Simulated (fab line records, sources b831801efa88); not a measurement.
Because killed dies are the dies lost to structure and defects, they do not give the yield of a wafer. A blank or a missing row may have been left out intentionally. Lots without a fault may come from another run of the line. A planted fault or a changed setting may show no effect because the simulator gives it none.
Which of the tools did it?    flow sky130    24 lots with 72 wafers sampled at 5 steps, on a route of 708 steps

WHAT THE GAUGES SHOWED, per wafer
SKY_VIA1_BOW_MEAS_03. Usual: VIA1_BOW typically reads 78 um, with standard deviation 7.
lot   measured      on             VIA1_BOW (um)  flag
L074  day 32 08:18  film-metro-04  89 88 80       
L076  day 33 10:40  film-metro-03  78 82 79       
L075  day 33 16:50  film-metro-03  84 75 86       
L078  day 33 23:54  film-metro-02  77 75 85       
L077  day 34 05:08  film-metro-04  69 76 83       
L079  day 34 15:24  film-metro-02  83 92 78       
L080  day 34 17:42  film-metro-04  79 82 69       
L081  day 34 22:53  film-metro-02  86 81 83       
L082  day 35 05:28  film-metro-04  79 79 79       
L083  day 35 10:14  film-metro-02  80 77 74       
L084  day 36 05:32  film-metro-03  69 79 79       
L085  day 36 07:36  film-metro-02  77 80 65       
L086  day 36 08:14  film-metro-02  97 81 79       
L087  day 36 10:51  film-metro-03  71 89 91       
L088  day 36 21:50  film-metro-03  72 74 79       
L090  day 38 04:19  film-metro-03  74 73 80       
L089  day 38 05:43  film-metro-04  66 77 78       
L091  day 38 12:30  film-metro-02  80 84 88       
L093  day 38 18:50  film-metro-03  79 87 66       
L094  day 38 19:34  film-metro-04  81 75 78       
L092  day 38 21:14  film-metro-04  76 76 76       
L096  day 39 08:56  film-metro-04  67 69 80       
L095  day 39 10:50  film-metro-02  89 65 79       
L097  day 40 00:11  film-metro-03  71 82 99       

SKY_VIA1_OVL_MEAS_13. Usual: VIA1_OVL typically reads -1 nm, with standard deviation 6.1.
lot   measured      on          VIA1_OVL (nm)  flag
L074  day 33 11:02  overlay-01  -6 -4 -4       
L076  day 34 11:01  overlay-02  3 5 2          
L075  day 34 17:16  overlay-02  -2 -8 -4       
L078  day 34 23:34  overlay-02  11 -1 2        
L077  day 35 04:34  overlay-02  2 3 6          
L079  day 35 14:43  overlay-02  3 -3 1         
L080  day 35 16:22  overlay-02  3 6 0          
L081  day 35 21:19  overlay-02  -7 -5 -1       
L082  day 36 05:55  overlay-02  9 5 4          
L083  day 36 10:55  overlay-01  11 3 -1        
L084  day 37 06:28  overlay-01  -16 -5 -13     
L085  day 37 06:47  overlay-02  2 -1 0         
L086  day 37 07:34  overlay-01  2 -4 -4        
L087  day 37 13:22  overlay-01  -6 -9 -7       
L088  day 37 23:47  overlay-02  1 -1 -8        
L090  day 39 05:43  overlay-02  9 5 9          
L089  day 39 06:40  overlay-01  1 -5 -9        
L091  day 39 13:22  overlay-02  7 8 10         
L093  day 39 20:13  overlay-02  -16 -12 -14    
L094  day 39 20:46  overlay-02  -2 0 -1        
L092  day 39 22:04  overlay-02  -7 -9 2        
L096  day 40 09:49  overlay-02  -2 -7 -4       
L095  day 40 11:34  overlay-01  0 -9 1         
L097  day 41 00:10  overlay-02  2 1 2          

SKY_VIA2_RS_MEAS_22: uses a four-point probe to measure. Usual: VIA2_W_RS typically reads 0.2730 ohm/sq, with standard deviation 0.0025.
lot   measured      on             VIA2_W_RS (ohm/sq)    flag
L074  day 35 14:51  film-metro-01  0.2736 0.2696 0.2770  
L076  day 36 15:20  film-metro-03  0.2756 0.2769 0.2739  
L075  day 36 22:04  film-metro-01  0.2753 0.2715 0.2722  
L078  day 37 04:29  film-metro-03  0.2717 0.2750 0.2735  
L077  day 37 12:20  film-metro-01  0.2706 0.2766 0.2734  
L079  day 38 01:49  film-metro-01  0.2732 0.2746 0.2726  
L080  day 38 02:48  film-metro-01  0.2773 0.2694 0.2757  
L081  day 38 06:38  film-metro-04  0.2750 0.2719 0.2749  
L082  day 38 11:17  film-metro-03  0.2719 0.2704 0.2711  
L083  day 38 18:49  film-metro-04  0.2729 0.2719 0.2722  
L084  day 39 14:35  film-metro-01  0.2701 0.2699 0.2679  
L085  day 39 15:20  film-metro-03  0.2699 0.2704 0.2696  
L086  day 39 15:35  film-metro-04  0.2704 0.2735 0.2720  
L087  day 39 18:59  film-metro-03  0.2702 0.2698 0.2716  
L088  day 40 04:02  film-metro-04  0.2771 0.2761 0.2757  
L090  day 41 08:24  film-metro-04  0.2740 0.2786 0.2752  
L089  day 41 11:34  film-metro-01  0.2744 0.2751 0.2740  
L091  day 41 18:57  film-metro-03  0.2756 0.2776 0.2786  
L093  day 41 23:35  film-metro-04  0.2753 0.2755 0.2778  
L094  day 42 00:08  film-metro-01  0.2720 0.2716 0.2722  
L092  day 42 01:41  film-metro-03  0.2717 0.2740 0.2722  
L096  day 42 13:30  film-metro-03  0.2707 0.2700 0.2699  
L095  day 42 14:04  film-metro-01  0.2753 0.2695 0.2680  
L097  day 43 04:09  film-metro-03  0.2716 0.2697 0.2735  

SKY_VIA2_THK_MEAS_23: measures by xrf. Usual: VIA2_W_THK typically reads 425 nm, with standard deviation 6.6.
lot   measured      on             VIA2_W_THK (nm)  flag
L074  day 35 14:58  film-metro-01  421 430 420      
L076  day 36 15:28  film-metro-03  428 428 428      
L075  day 36 22:10  film-metro-01  422 429 430      
L078  day 37 04:36  film-metro-03  427 424 422      
L077  day 37 12:27  film-metro-01  432 422 428      
L079  day 38 01:56  film-metro-01  427 422 424      
L080  day 38 02:55  film-metro-01  421 432 421      
L081  day 38 06:44  film-metro-04  414 419 410      
L082  day 38 11:24  film-metro-03  431 435 431      
L083  day 38 18:55  film-metro-04  417 414 414      
L084  day 39 14:43  film-metro-01  431 429 435      
L085  day 39 15:25  film-metro-03  432 434 433      
L086  day 39 15:43  film-metro-04  424 418 421      
L087  day 39 19:06  film-metro-03  433 431 431      
L088  day 40 04:08  film-metro-04  415 417 416      
L090  day 41 08:31  film-metro-04  416 411 415      
L089  day 41 11:41  film-metro-01  430 426 428      
L091  day 41 19:02  film-metro-03  423 417 414      
L093  day 41 23:42  film-metro-04  415 417 411      
L094  day 42 00:14  film-metro-01  432 430 427      
L092  day 42 01:49  film-metro-03  426 428 428      
L096  day 42 13:37  film-metro-03  432 431 429      
L095  day 42 14:11  film-metro-01  426 432 436      
L097  day 43 04:16  film-metro-03  426 429 423      

EACH LOT AND THE TOOL THAT RAN IT (in order: tool; ch and the chambers of the sampled wafers; start)
lot   SKY_VIA2_CMP_02
L074  cmp-01 ch 1,3, day 34 14:23
L076  cmp-01 ch 0,1,2, day 35 13:16
L075  cmp-02 ch 0,3, day 35 18:49
L078  cmp-02 ch 0,3, day 36 01:08
L077  cmp-02 ch 0,3, day 36 08:33
L079  cmp-01 ch 0,1,3, day 36 20:16
L080  cmp-02 ch 1,2,3, day 36 21:14
L081  cmp-02 ch 0,1,2, day 37 02:19
L082  cmp-02 ch 0,1, day 37 07:58
L083  cmp-01 ch 1,3, day 37 16:17
L084  cmp-01 ch 1,2,3, day 38 12:46
L085  cmp-01 ch 0,1,3, day 38 13:10
L086  cmp-02 ch 1,2,3, day 38 13:17
L087  cmp-01 ch 0,1,3, day 38 17:04
L088  cmp-01 ch 0,1, day 39 02:46
L090  cmp-02 ch 0,1, day 40 08:20
L089  cmp-02 ch 0,1,2, day 40 10:14
L091  cmp-02 ch 1,2,3, day 40 17:31
L093  cmp-01 ch 1,3, day 40 23:05
L094  cmp-02 ch 0,1,3, day 40 23:59
L092  cmp-01 ch 0,2,3, day 41 00:46
L096  cmp-01 ch 1,2,3, day 41 12:41
L095  cmp-01 ch 0,1,3, day 41 13:36
L097  cmp-02 ch 0,1,2, day 42 02:58
- SKY_VIA2_CMP_02: polishes SiO2.

WHAT THE TOOLS THEMSELVES READ (means of the sampled wafers that have a number; where no wafer has one, the mark that the record gives instead)
SKY_VIA2_CMP_02. Usual: motor-current-A at 12.2 A, with a standard deviation of 1.
lot   tool    motor-current-A (A)  flag
L074  cmp-01  12.7                 
L076  cmp-01  12.6                 
L075  cmp-02  12.2                 
L078  cmp-02  11.9                 
L077  cmp-02  12.7                 
L079  cmp-01  12.3                 
L080  cmp-02  12.3                 
L081  cmp-02  11.4                 
L082  cmp-02  11.4                 
L083  cmp-01  12.4                 
L084  cmp-01  12.9                 
L085  cmp-01  11.8                 
L086  cmp-02  12.3                 
L087  cmp-01  11.9                 
L088  cmp-01  12.5                 
L090  cmp-02  11.5                 
L089  cmp-02  11.5                 
L091  cmp-02  12.0                 
L093  cmp-01  11.8                 
L094  cmp-02  12.3                 
L092  cmp-01  12.0                 
L096  cmp-01  13.0                 
L095  cmp-01  12.1                 
L097  cmp-02  11.9                 

THE ANSWER, worked out from the rows above alone
Rule: take the mean of a lot's wafers that have a number; if it is more than 3 standard deviations from the usual mean, the lot is off. A lot without any number at a reading at which 4 lots or more have one is off too. The other lots that the step has rows for count as sound. Order of review: gauges by route order, followed by the tools' own readings, for which a lot's mean as printed above is used. At the first step where some lot is off, the reading lying furthest off is the one used; lots without a number count as furthest.
Nothing can be told from this: no lot is off at any reading shown.

WHAT THE SIMULATOR HAD PUT IN
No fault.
